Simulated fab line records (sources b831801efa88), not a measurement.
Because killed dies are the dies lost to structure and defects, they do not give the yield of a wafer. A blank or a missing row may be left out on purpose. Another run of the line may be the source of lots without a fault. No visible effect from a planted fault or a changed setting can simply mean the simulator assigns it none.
A single fault, viewed from 2 desks -- flow gf180mcu -- numbers are kept per desk, each desk with only its own; the story behind them comes last

## AT THE METROLOGY DESK
What the gauges read, lot by lot, whatever tool the lot ran on: means of the sampled wafers that have a number. Marked OUT: a lot whose mean sits more than 4 standard deviations from the usual mean, which makes it out of limits; the brackets give that distance.
Columns: A = PASSIVATION_CVD_00_THK at GF_PASSIVATION_THK_MEAS_01, usual 1005 nm
lot,first seen here,A
L786,day 29 05:30,1000
L787,day 29 05:46,1007
L788,day 29 17:10,1005
L791,day 30 14:26,1002
L794,day 31 11:04,998
L795,day 31 14:34,1004
L798,day 32 07:34,1012
L799,day 32 13:00,968
L800,day 33 01:23,951 (-4.2) OUT
L804,day 33 22:06,991
L803,day 33 23:56,974
L805,day 34 01:13,997
This desk reports L800 out of limits; the earliest was L800 at day 33 01:23 (PASSIVATION_CVD_00_THK at GF_PASSIVATION_THK_MEAS_01). L786, L787, L788, L791, L794, L795, L798, L799, L804, L803, L805 stayed within limits.

## FOR THE TOOL OWNER'S DESK: pecvd-03
The tool's own readings at GF_PASSIVATION_CVD_00 (deposits SiO2 from TEOS, target thk 1000 nm, time 111.95 s): means of the sampled wafers that have a number, for each lot that ran on this tool. Marked OUT: a lot whose mean sits more than 4 standard deviations from the usual mean, which makes it out of limits; the brackets give that distance.
Columns: A = heater power w at GF_PASSIVATION_CVD_00, usual 661 W; B = rf fwd power W at GF_PASSIVATION_CVD_00, usual 596.1 W
lot,first seen here,A,B
L788,day 29 17:04,621,596.2
L795,day 31 14:30,737,597.4
L798,day 32 07:29,708,597.2
L799,day 32 12:55,713,500.4 (-46) OUT
L800,day 33 01:17,754,499.6 (-46) OUT
Finding of this desk: L799, L800 out of limits; the first was L799 at day 32 12:55, on rf fwd power W at GF_PASSIVATION_CVD_00. L788, L795, L798 stayed within limits.

## BROUGHT TOGETHER
On L799, L800, at day 32 12:55, an alarm was possible from the tool owner's desk.
Metrology desk: alarm possible at day 33 01:23 on L800.
The metrology desk holds a record of L799, inside its limits.
Of the lots named, all ran GF_PASSIVATION_CVD_00 on pecvd-03.

## WHAT THE SIMULATOR PUT IN
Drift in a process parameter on pecvd-03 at GF_PASSIVATION_CVD_00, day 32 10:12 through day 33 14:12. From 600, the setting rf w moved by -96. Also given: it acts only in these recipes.
Struck lots among those shown: L799, L800.
Fault start to first reading out of limits, in hours, per desk: tool owner, 3; metrology, 15.
